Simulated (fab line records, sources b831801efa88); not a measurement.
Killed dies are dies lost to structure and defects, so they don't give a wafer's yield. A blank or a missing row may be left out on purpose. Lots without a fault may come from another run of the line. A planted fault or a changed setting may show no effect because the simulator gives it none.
Problem report in the 8D (eight disciplines) form, filled by code | flow sky130 | the parts of the form that need people (team, actions taken, sign-off) are left out

1. THE PROBLEM
killed_at_front_end at SKY_PAD_OPEN_PROBE_99 reads a mean of 67 on 6 wafers of 2 lots; wafers without a fault read 15 with a standard deviation of 4.5. That is +12 standard deviations from the usual mean.
First seen on wafer L216.1, day 49 14:04, on prober-01. The record holds 6 wafers of 2 lots with a number at this step. Rule for "out", or "out of limits": more than 4 standard deviations from the usual mean. The other wafers with a number count as sound.

2. WHAT IT IS AND WHAT IT IS NOT
question                    | is                     | is not
which readings at this step | killed_at_front_end    | killed_at_M0_to_M3, killed_at_M4_up, killed_at_other, killed_open, killed_short
which lots                  | L215, L216             | -
which wafers of those lots  | all that have a number | -
read on which tools         | prober-01, prober-02   | -
when                        | from day 49 14:04      | up to then (0 sound wafers)

3. SUSPECTS, AND WHAT RULES EACH OUT
Counting: a tool at a process step up to the reading stays a suspect if it ran every lot that is out and no sound lot after the first of them.
- rie_diel-03 at SKY_FIELD_ISO_ETCH_14 (etches BARC in N2/H2, stops on SiO2, time 45.9 s, target depth 60 nm): kept. It ran every lot that is out, first L215 (day 5 01:12), and no sound lot after that.
Left after counting: rie_diel-03 at SKY_FIELD_ISO_ETCH_14.

4. THE CAUSE (what the simulator had put in)
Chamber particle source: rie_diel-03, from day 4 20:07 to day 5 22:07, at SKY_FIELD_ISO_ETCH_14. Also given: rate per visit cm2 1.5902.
Counting left only this tool.

5. THE CHAIN OF EFFECTS, in route order
Each row: a reading whose mean over the struck wafers that have a number lies more than 3 standard deviations from the usual. Only readings for which the record gives a usual standard deviation are gone through. hours: the time from each lot's start at the first step in this table that gives one to its start at this step, as a median over the lots. sigmas: the change in usual standard deviations.
hours | step                  | reading             | usual | on struck wafers | change | sigmas
0     | SKY_PAD_OPEN_PROBE_99 | killed_at_front_end | 15    | 67               | +52    | +12
0     | SKY_PAD_OPEN_PROBE_99 | killed_dies         | 85    | 129              | +44    | +4.7
The process steps in it:
- SKY_PAD_OPEN_PROBE_99

6. WHAT WOULD HAVE CAUGHT IT SOONER
In this record the first reading out of limits was taken at day 49 14:04, 1074 hours after the fault began at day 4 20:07.
Of the tool readings at SKY_FIELD_ISO_ETCH_14 for which the record gives a usual standard deviation, none was out on any struck wafer, so an alarm limit of 4 standard deviations on them would not have fired.
All the lots that are out (2) had begun SKY_FIELD_ISO_ETCH_14 on rie_diel-03 by day 49 14:04. A hold on the tool at that time would have spared none of them.
